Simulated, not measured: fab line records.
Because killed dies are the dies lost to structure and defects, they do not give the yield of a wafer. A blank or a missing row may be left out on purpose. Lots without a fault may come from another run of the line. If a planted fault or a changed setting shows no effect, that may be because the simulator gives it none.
fab line records | flow sky130 | part 1 of 2: steps 1 to 23 of 33
record: lots: 5 wafers: 15 last-day: 47
route steps=708 shown VIA4@653 METAL5@661 PASSIVATION@681
lots with no fault: from the same line, run without faults
start-h: start of the lot's first displayed wafer, in hours after the record's first day | wait-h: hours since the lot's step before | " as in the row above | L1.1+2: several wafers, shown together as one row | - either no value or no given start | * or withheld: withheld | < > ~ a bound
route shown NAME@n: NAME is a module with steps in the file, n the number in the route of the first one | usual: average and standard deviation across the fault-free wafers | same: alike in all rows | chamber/n: place in a boat | sites: readings site by site | _std_site: their standard deviation | _edge_site: outer sites' mean less inner sites' | radius-mm: for every site, how far away it sits from the centre of the wafer | mask NAME#n: copy n | behind: the last tool/chamber to shape the wafer | hold: cause of the lot's hold/its duration in hours/its outcome | device: the n, p or np transistor that did not switch | end of line: tests of these same wafers at the route's end | a step without rows: its recipe alone | killed: the dies lost at the first sort to structure and to defects; this is not the yield of the wafer | map: a wafer's dies, marking killed ones x, the rest . and places with no die _
set.NAME: the setting the step ran with; set.NAME@STEP: the setting that earlier step ran with | model.NAME: the simulator's own value behind a step, which no gauge read
certain route steps with their lots: each step a table, each wafer a row
services: from which hour (start-h, from the record's first day; less than 0 if before it) a tool's chamber was out of use, for how many hours, and why
== steps ==
step: SKY_VIA4_STRIP_14
recipe: chemistry: post-etch-residue-remover time-s: 1200 temp-c: 72.5
usual: bath-heat-duty-pct: 14.9/1.4
columns lot.wafer tool chamber start-h wait-h bath-heat-duty-pct
L077.2 wet-bench-03 2 1023.89 0.1 12.6
L077.3 " 2 " " 12.7
L077.5 " 2 " " 11.8
L079.1 wet-bench-03 1 1033.85 0.1 14.9
L079.4 " 1 " " 15.4
L079.6 " 1 " " 14.7
L080.3 wet-bench-02 2 1044.95 0.0 14.7
L080.4 " 2 " " 15.8
L080.5 " 2 " " 16.7
L085.1 wet-bench-01 2 1072.69 0.1 16.1
L085.3 " 2 " " 14.2
L085.6 " 2 " " 15.4
L086.1 wet-bench-02 2 1075.70 0.1 16.7
L086.4 " 2 " " 17.2
L086.6 " 2 " " 16.4
step: SKY_VIA4_CLEAN_15
recipe: chemistry: IPA time-s: 180 temp-c: 25
usual: bath-heat-duty-pct: 6.7/0.75
columns lot.wafer tool chamber start-h wait-h bath-heat-duty-pct
L077.2 wet-bench-02 0 1024.57 0.0 7.9
L077.3 " 0 " " 7.5
L077.5 " 0 " " 7.4
L079.1 wet-bench-01 3 1034.22 0.0 6.8
L079.4 " 3 " " 7.0
L079.6 " 3 " " 7.6
L080.3 wet-bench-03 3 1045.29 0.0 6.9
L080.4 " 3 " " 7.0
L080.5 " 3 " " 6.5
L085.1 wet-bench-02 0 1073.12 0.1 7.8
L085.3 " 0 " " 7.7
L085.6 " 0 " " 7.1
L086.1 wet-bench-01 2 1076.04 0.0 6.6
L086.4 " 2 " " 6.9
L086.6 " 2 " " 6.5
step: SKY_VIA4_CLEAN_16
recipe: chemistry: O3/DIW dry: n2-spin
columns lot.wafer tool chamber start-h wait-h
L077.2+3+5 wet-bench-03 2 1024.64 0.0
L079.1+4+6 wet-bench-02 3 1034.28 0.0
L080.3+4+5 wet-bench-02 1 1045.35 0.0
L085.1+3+6 wet-bench-02 3 1073.18 0.0
L086.1+4+6 wet-bench-03 0 1076.10 0.0
step: SKY_VIA4_SPUTTER_17
recipe: material: TiN target-thk-nm: 20 chamber-pressure-pa: 5 power-w: 4000 time-s: 80
usual: throttle-valve-pct: 29.9/0.93
columns lot.wafer tool chamber start-h wait-h throttle-valve-pct
L077.2 pvd-sputter-02 - 1024.84 0.0 30.1
L077.3 " - " " 29.5
L077.5 " - " " 29.7
L079.1 pvd-sputter-03 - 1034.37 0.0 28.5
L079.4 " - " " 29.8
L079.6 " - " " 30.6
L080.3 pvd-sputter-03 - 1045.44 0.0 30.5
L080.4 " - " " 30.5
L080.5 " - " " 29.8
L085.1 pvd-sputter-02 - 1073.27 0.0 29.9
L085.3 " - " " 30.1
L085.6 " - " " 29.3
L086.1 pvd-sputter-03 - 1076.20 0.0 30.0
L086.4 " - " " 30.1
L086.6 " - " " 30.0
step: SKY_VIA4_CVD_18
recipe: material: W target-thk-nm: 505 time-s: 152.14 temp-c: 400 pressure-torr: 40
usual: chamber-pressure-Torr: 40.00/0.084 heater-power-w: 795/48
columns lot.wafer tool chamber start-h wait-h chamber-pressure-Torr heater-power-w since-wet-clean-h
L077.2 cvd-w-02 1 1024.90 0.0 39.87 818 107
L077.3 " 1 " " 39.84 821 -
L077.5 " 1 " " 39.90 819 -
L079.1 cvd-w-01 1 1034.43 0.0 40.09 781 630
L079.4 " 0 " " 39.78 716 -
L079.6 " 1 " " 40.05 784 -
L080.3 cvd-w-01 1 1045.55 0.1 39.96 781 -
L080.4 " 0 " " 40.01 716 -
L080.5 " 0 " " 40.03 704 -
L085.1 cvd-w-02 1 1073.33 0.0 40.01 820 155
L085.3 " 0 " " 40.04 839 -
L085.6 " 1 " " 40.03 830 -
L086.1 cvd-w-02 1 1076.26 0.0 40.03 857 158
L086.4 " 1 " " 40.06 830 -
L086.6 " 1 " " 40.07 842 -
step: SKY_VIA4_RS_MEAS_19
recipe: thk-meas-gauge: four-point-probe reads: W_of_VIA4_CVD_18+TiN_of_VIA4_SPUTTER_17
usual: VIA4_W_RS: 0.226/0.0035
columns lot.wafer tool chamber start-h wait-h VIA4_W_RS[ohm/sq]
L077.2 film-metro-03 - 1025.07 0.1 0.231
L077.3 " - " " 0.233
L077.5 " - " " 0.230
L079.1 film-metro-02 - 1034.58 0.1 0.225
L079.4 " - " " 0.229
L079.6 " - " " 0.226
L080.3 film-metro-02 - 1045.69 0.1 0.227
L080.4 " - " " 0.230
L080.5 " - " " 0.227
L085.1 film-metro-03 - 1073.48 0.1 0.226
L085.3 " - " " 0.223
L085.6 " - " " 0.230
L086.1 film-metro-02 - 1076.41 0.1 0.231
L086.4 " - " " 0.227
L086.6 " - " " 0.227
step: SKY_VIA4_THK_MEAS_20
recipe: thk-meas-gauge: xrf reads: W_of_VIA4_CVD_18
usual: VIA4_W_THK: 504/8.8
columns lot.wafer tool chamber start-h wait-h VIA4_W_THK[nm]
L077.2 film-metro-03 - 1025.18 0.1 496
L077.3 " - " " 496
L077.5 " - " " 505
L079.1 film-metro-02 - 1034.70 0.1 508
L079.4 " - " " 498
L079.6 " - " " 505
L080.3 film-metro-02 - 1045.79 0.1 498
L080.4 " - " " 497
L080.5 " - " " 499
L085.1 film-metro-03 - 1073.60 0.1 502
L085.3 " - " " 513
L085.6 " - " " 499
L086.1 film-metro-02 - 1076.53 0.1 499
L086.4 " - " " 502
L086.6 " - " " 504
step: SKY_VIA4_CMP_21
recipe: stop-on: SiO2 t-overpolish-s: 25 down-force-psi: 3.5 platen-rpm: 60 target-thk-nm: 0 pad-velocity-m-s: 0.94248
usual: edge-zone-pressure-frac: 1.000/0.0043 head-pressure-psi: 3.499/0.0079 motor-current-A: 11.5/1.1 overpolish-run-s: 25.001/0.0095 time-to-endpoint-s: 124/4.1
columns lot.wafer tool chamber start-h wait-h edge-zone-pressure-frac head-pressure-psi motor-current-A overpolish-run-s time-to-endpoint-s
L077.3 cmp-01 3 1025.23 0.0 1.004 3.511 9.9 25.014 125
L077.2 " 1 " " 1.011 3.494 11.9 25.011 119
L077.5 " 3 " " 1.005 3.499 9.8 24.984 121
L079.1 cmp-01 2 1034.76 0.1 0.996 3.493 10.8 25.009 129
L079.4 " 3 " " 0.993 3.497 10.0 24.986 128
L079.6 " 2 " " 0.999 3.504 10.2 25.003 124
L080.4 cmp-01 0 1045.88 0.1 1.004 3.487 10.6 25.000 118
L080.3 " 2 " " 0.999 3.498 10.8 24.993 124
L080.5 " 0 " " 0.998 3.504 10.9 24.993 115
L085.3 cmp-02 2 1073.76 0.1 0.993 3.506 13.4 25.003 118
L085.1 " 0 " " 1.011 3.497 11.3 24.997 122
L085.6 " 3 " " 0.995 3.500 12.2 25.001 122
L086.4 cmp-02 3 1076.64 0.1 0.996 3.487 11.8 25.004 120
L086.1 " 0 " " 0.998 3.501 11.7 25.016 112
L086.6 " 3 " " 0.991 3.507 12.0 24.998 118
step: SKY_METAL5_SPUTTER_00
recipe: material: Ti target-thk-nm: 15 power-w: 3000 time-s: 10 chamber-pressure-pa: 0.4
usual: throttle-valve-pct: 30.2/1.2
columns lot.wafer tool chamber start-h wait-h throttle-valve-pct
L077.2 pvd-sputter-01 - 1025.53 0.1 28.7
L077.3 " - " " 31.8
L077.5 " - " " 30.1
L079.1 pvd-sputter-04 - 1035.06 0.2 28.6
L079.4 " - " " 28.8
L079.6 " - " " 30.6
L080.3 pvd-sputter-01 - 1046.13 0.1 28.9
L080.4 " - " " 30.3
L080.5 " - " " 31.0
L085.1 pvd-sputter-02 - 1074.06 0.1 29.3
L085.3 " - " " 30.4
L085.6 " - " " 29.5
L086.1 pvd-sputter-04 - 1076.89 0.1 28.8
L086.4 " - " " 30.9
L086.6 " - " " 28.3
step: SKY_METAL5_SPUTTER_01
recipe: material: TiN target-thk-nm: 20 power-w: 6500 time-s: 16.7 chamber-pressure-pa: 0.4
usual: throttle-valve-pct: 30.2/1.1
columns lot.wafer tool chamber start-h wait-h throttle-valve-pct
L077.2 pvd-sputter-01 - 1025.55 0.0 28.7
L077.3 " - " " 31.9
L077.5 " - " " 30.0
L079.1 pvd-sputter-04 - 1035.09 0.0 28.4
L079.4 " - " " 28.8
L079.6 " - " " 30.5
L080.3 pvd-sputter-01 - 1046.16 0.0 28.7
L080.4 " - " " 30.4
L080.5 " - " " 31.1
L085.1 pvd-sputter-02 - 1074.08 0.0 29.7
L085.3 " - " " 30.3
L085.6 " - " " 29.5
L086.1 pvd-sputter-04 - 1076.91 0.0 28.9
L086.4 " - " " 30.7
L086.6 " - " " 28.4
step: SKY_METAL5_SPUTTER_02
recipe: material: AlCu target-thk-nm: 1150 power-w: 10600 time-s: 61.2 chamber-pressure-pa: 0.4
usual: throttle-valve-pct: 30.2/1.1
columns lot.wafer tool chamber start-h wait-h throttle-valve-pct
L077.2 pvd-sputter-01 - 1025.58 0.0 28.8
L077.3 " - " " 31.7
L077.5 " - " " 30.3
L079.1 pvd-sputter-04 - 1035.11 0.0 28.3
L079.4 " - " " 28.7
L079.6 " - " " 30.6
L080.3 pvd-sputter-01 - 1046.18 0.0 28.6
L080.4 " - " " 30.4
L080.5 " - " " 31.2
L085.1 pvd-sputter-02 - 1074.10 0.0 29.6
L085.3 " - " " 30.0
L085.6 " - " " 29.5
L086.1 pvd-sputter-04 - 1076.94 0.0 28.5
L086.4 " - " " 30.8
L086.6 " - " " 28.4
step: SKY_METAL5_SPUTTER_03
recipe: material: Ti target-thk-nm: 5 power-w: 3000 time-s: 3.3 chamber-pressure-pa: 0.4
usual: throttle-valve-pct: 30.2/1.1
columns lot.wafer tool chamber start-h wait-h throttle-valve-pct
L077.2 pvd-sputter-01 - 1025.63 0.0 28.9
L077.3 " - " " 31.9
L077.5 " - " " 30.5
L079.1 pvd-sputter-04 - 1035.16 0.0 28.6
L079.4 " - " " 29.0
L079.6 " - " " 30.8
L080.3 pvd-sputter-01 - 1046.23 0.0 29.0
L080.4 " - " " 30.6
L080.5 " - " " 31.0
L085.1 pvd-sputter-02 - 1074.15 0.0 29.5
L085.3 " - " " 30.3
L085.6 " - " " 29.4
L086.1 pvd-sputter-04 - 1076.99 0.0 28.8
L086.4 " - " " 31.0
L086.6 " - " " 28.4
step: SKY_METAL5_SPUTTER_04
recipe: material: TiN target-thk-nm: 70 power-w: 6500 time-s: 58.3 chamber-pressure-pa: 0.4
usual: throttle-valve-pct: 30.2/1.1
columns lot.wafer tool chamber start-h wait-h throttle-valve-pct
L077.2 pvd-sputter-01 - 1025.65 0.0 29.0
L077.3 " - " " 32.1
L077.5 " - " " 30.3
L079.1 pvd-sputter-04 - 1035.18 0.0 28.6
L079.4 " - " " 28.7
L079.6 " - " " 30.5
L080.3 pvd-sputter-01 - 1046.25 0.0 28.8
L080.4 " - " " 30.2
L080.5 " - " " 31.0
L085.1 pvd-sputter-02 - 1074.17 0.0 29.5
L085.3 " - " " 30.2
L085.6 " - " " 29.3
L086.1 pvd-sputter-04 - 1077.01 0.0 28.6
L086.4 " - " " 30.8
L086.6 " - " " 28.5
step: SKY_METAL5_RS_MEAS_05
recipe: thk-meas-gauge: four-point-probe reads: TiN_of_METAL5_SPUTTER_04+Ti_of_METAL5_SPUTTER_03+AlCu_of_METAL5_SPUTTER_02+TiN_of_METAL5_SPUTTER_01+Ti_of_METAL5_SPUTTER_00
usual: METAL5_ALCU_RS: 0.02706/0.00024
columns lot.wafer tool chamber start-h wait-h METAL5_ALCU_RS[ohm/sq]
L077.2 film-metro-03 - 1025.71 0.0 0.02692
L077.3 " - " " 0.02673
L077.5 " - " " 0.02677
L079.1 film-metro-02 - 1035.23 0.0 0.02733
L079.4 " - " " 0.02735
L079.6 " - " " 0.02739
L080.3 film-metro-02 - 1046.34 0.1 0.02731
L080.4 " - " " 0.02731
L080.5 " - " " 0.02714
L085.1 film-metro-02 - 1074.22 0.0 0.027
L085.3 " - " " 0.02678
L085.6 " - " " 0.02702
L086.1 film-metro-01 - 1077.06 0.0 0.02718
L086.4 " - " " 0.02717
L086.6 " - " " 0.02702
step: SKY_METAL5_THK_MEAS_06
recipe: thk-meas-gauge: xrf reads: AlCu_of_METAL5_SPUTTER_02
usual: METAL5_ALCU_THK: 1148/12
columns lot.wafer tool chamber start-h wait-h METAL5_ALCU_THK[nm]
L077.2 film-metro-03 - 1025.82 0.1 1146
L077.3 " - " " 1163
L077.5 " - " " 1158
L079.1 film-metro-02 - 1035.35 0.1 1145
L079.4 " - " " 1146
L079.6 " - " " 1143
L080.3 film-metro-02 - 1046.44 0.1 1150
L080.4 " - " " 1146
L080.5 " - " " 1147
L085.1 film-metro-02 - 1074.34 0.1 1154
L085.3 " - " " 1165
L085.6 " - " " 1151
L086.1 film-metro-01 - 1077.18 0.1 1149
L086.4 " - " " 1147
L086.6 " - " " 1155
step: SKY_METAL5_DEHYDRATE_07
recipe: temp-c: 200 time-s: 60
usual: exhaust-pa: 45.0/0.82
columns lot.wafer tool chamber start-h wait-h exhaust-pa
L077.2 litho-track-01 0 1035.60 9.8 45.3
L077.3 " 0 " " 44.7
L077.5 " 0 " " 43.6
L079.1 litho-track-02 0 1045.81 10.5 43.0
L079.4 " 0 " " 43.6
L079.6 " 0 " " 44.0
L080.3 litho-track-04 0 1056.74 10.3 45.6
L080.4 " 0 " " 44.8
L080.5 " 0 " " 46.4
L085.1 litho-track-04 0 1083.64 9.3 43.9
L085.3 " 0 " " 44.5
L085.6 " 0 " " 44.7
L086.1 litho-track-04 0 1086.49 9.3 44.1
L086.4 " 0 " " 44.1
L086.6 " 0 " " 45.5
step: SKY_METAL5_HMDS_08
recipe: prime-time-s: 60 prime-temp-c: 120
usual: exhaust-pa: 45.0/0.8 prime-temp-c: 120.04/0.14
columns lot.wafer tool chamber start-h wait-h exhaust-pa prime-temp-c
L077.2 litho-track-01 0 1035.75 0.1 45.3 119.91
L077.3 " 0 " " 44.7 120.04
L077.5 " 0 " " 43.6 119.98
L079.1 litho-track-02 0 1045.96 0.1 44.8 120.02
L079.4 " 0 " " 45.3 119.94
L079.6 " 0 " " 45.7 119.93
L080.3 litho-track-04 0 1056.89 0.1 46.4 120.00
L080.4 " 0 " " 45.4 120.09
L080.5 " 0 " " 46.3 119.99
L085.1 litho-track-04 0 1083.79 0.1 44.9 119.91
L085.3 " 0 " " 45.1 120.04
L085.6 " 0 " " 45.1 119.97
L086.1 litho-track-04 0 1086.64 0.1 44.5 119.99
L086.4 " 0 " " 45.3 120.17
L086.6 " 0 " " 45.3 120.14
step: SKY_METAL5_COAT_09
recipe: resist: NOVOLAK spin-rpm: 3000 resist-thk-nm: 1800
usual: exhaust-pa: 44.9/0.91
columns lot.wafer tool chamber start-h wait-h exhaust-pa
L077.2 litho-track-01 0 1035.90 0.1 45.4
L077.3 " 0 " " 44.7
L077.5 " 0 " " 45.5
L079.1 litho-track-02 0 1046.11 0.1 43.8
L079.4 " 0 " " 44.7
L079.6 " 0 " " 43.9
L080.3 litho-track-04 0 1057.04 0.1 45.8
L080.4 " 0 " " 45.1
L080.5 " 0 " " 44.7
L085.1 litho-track-04 0 1083.94 0.1 44.5
L085.3 " 0 " " 44.1
L085.6 " 0 " " 44.3
L086.1 litho-track-04 0 1086.79 0.1 45.9
L086.4 " 0 " " 45.1
L086.6 " 0 " " 46.0
step: SKY_METAL5_SOFTBAKE_10
recipe: temp-c: 90 time-s: 60 resist: NOVOLAK
usual: exhaust-pa: 45.2/0.97
columns lot.wafer tool chamber start-h wait-h exhaust-pa
L077.2 litho-track-01 0 1036.05 0.1 45.5
L077.3 " 0 " " 47.0
L077.5 " 0 " " 45.8
L079.1 litho-track-02 0 1046.26 0.1 44.8
L079.4 " 0 " " 44.1
L079.6 " 0 " " 45.6
L080.3 litho-track-04 0 1057.19 0.1 45.3
L080.4 " 0 " " 45.5
L080.5 " 0 " " 44.1
L085.1 litho-track-04 0 1084.09 0.1 44.4
L085.3 " 0 " " 44.8
L085.6 " 0 " " 46.2
L086.1 litho-track-04 0 1086.94 0.1 46.6
L086.4 " 0 " " 45.5
L086.6 " 0 " " 46.4
step: SKY_METAL5_EXPOSE_11
recipe: mask-id: MM5 na: 0.6 source-shape: conventional sigma-outer: 0.6 polarization: unpolarized target-cd-nm: 1600 dose-mj: 190
usual: focus-offset-nm: -0.1/0.5
columns lot.wafer tool chamber start-h wait-h mask focus-offset-nm
L077.2 iline-stepper-01 0 - - MM5#0 0.5
L077.3 " 0 " " MM5#0 0.0
L077.5 " 0 " " MM5#0 -0.5
L079.1 iline-stepper-02 0 - - MM5#0 -0.4
L079.4 " 0 " " MM5#0 0.0
L079.6 " 0 " " MM5#0 0.0
L080.3 iline-stepper-02 0 - - MM5#0 0.3
L080.4 " 0 " " MM5#0 0.2
L080.5 " 0 " " MM5#0 -0.2
L085.1 iline-stepper-01 0 - - MM5#0 0.1
L085.3 " 0 " " MM5#0 -0.2
L085.6 " 0 " " MM5#0 -0.9
L086.1 iline-stepper-02 0 - - MM5#0 0.1
L086.4 " 0 " " MM5#0 0.3
L086.6 " 0 " " MM5#0 0.0
step: SKY_METAL5_PEB_12
recipe: temp-c: withheld time-s: * resist: NOVOLAK
usual: exhaust-pa: 45.1/0.9
columns lot.wafer tool chamber start-h wait-h exhaust-pa
L077.2 litho-track-01 0 - - 45.4
L077.3 " 0 " " 44.3
L077.5 " 0 " " 45.1
L079.1 litho-track-02 0 - - 44.1
L079.4 " 0 " " 44.5
L079.6 " 0 " " 44.9
L080.3 litho-track-04 0 - - 45.0
L080.4 " 0 " " 45.4
L080.5 " 0 " " 45.4
L085.1 litho-track-04 0 - - 44.8
L085.3 " 0 " " 45.8
L085.6 " 0 " " 45.6
L086.1 litho-track-02 0 - - 46.9
L086.4 " 0 " " 45.2
L086.6 " 0 " " 47.4
step: SKY_METAL5_DEVELOP_13
recipe: resist: NOVOLAK developer: TMAH develop-time-s: 60 dev-temp-c: 23
usual: developer-temp-C: 22.99/0.11 exhaust-pa: 44.9/0.92
columns lot.wafer tool chamber start-h wait-h developer-temp-C exhaust-pa
L077.2 litho-track-01 0 1046.86 0.1 22.94 45.9
L077.3 " 0 " " 23.02 45.5
L077.5 " 0 " " 23.04 43.8
L079.1 litho-track-02 0 1057.16 0.1 22.91 44.4
L079.4 " 0 " " 22.93 45.2
L079.6 " 0 " " 23.12 45.0
L080.3 litho-track-04 0 1067.84 0.1 22.73 44.7
L080.4 " 0 " " 22.94 45.1
L080.5 " 0 " " 22.97 44.4
L085.1 litho-track-04 0 1094.59 0.1 23.13 45.3
L085.3 " 0 " " 23.02 44.5
L085.6 " 0 " " 22.99 43.7
L086.1 litho-track-02 0 1096.51 0.1 23.14 46.5
L086.4 " 0 " " 23.25 46.9
L086.6 " 0 " " 23.22 45.8
step: SKY_METAL5_DESCUM_14
recipe: chemistry: O2 source-power-w: 150 bias-power-w: 0 pressure-mtorr: 10 temp-c: 40 time-s: 11
usual: drypump-motor-current-A: 5.58/0.3 oes-product-au: 1.004/0.0085
columns lot.wafer tool chamber start-h wait-h drypump-motor-current-A oes-product-au rf-hours-counter-h
L077.2 rie-metal-01 1 1046.99 0.1 5.06 1.009 -
L077.3 " 1 " " 5.04 1.010 -
L077.5 " 1 " " 5.05 1.002 -
L079.1 rie-metal-03 0 1057.31 0.1 5.63 1.010 7
L079.4 " 1 " " 5.19 1.012 -
L079.6 " 1 " " 5.17 1.007 -
L080.3 rie-metal-02 0 1067.95 0.1 5.69 1.004 -
L080.4 " 1 " " 5.88 1.020 -
L080.5 " 1 " " 5.91 1.007 -
L085.1 rie-metal-02 0 1094.74 0.1 5.72 1.001 11
L085.3 " 0 " " 5.72 1.002 -
L085.6 " 1 " " 5.90 1.001 -
L086.1 rie-metal-01 0 1096.66 0.1 5.60 1.003 2
L086.4 " 1 " " 5.06 0.996 -
L086.6 " 0 " " 5.56 1.000 -
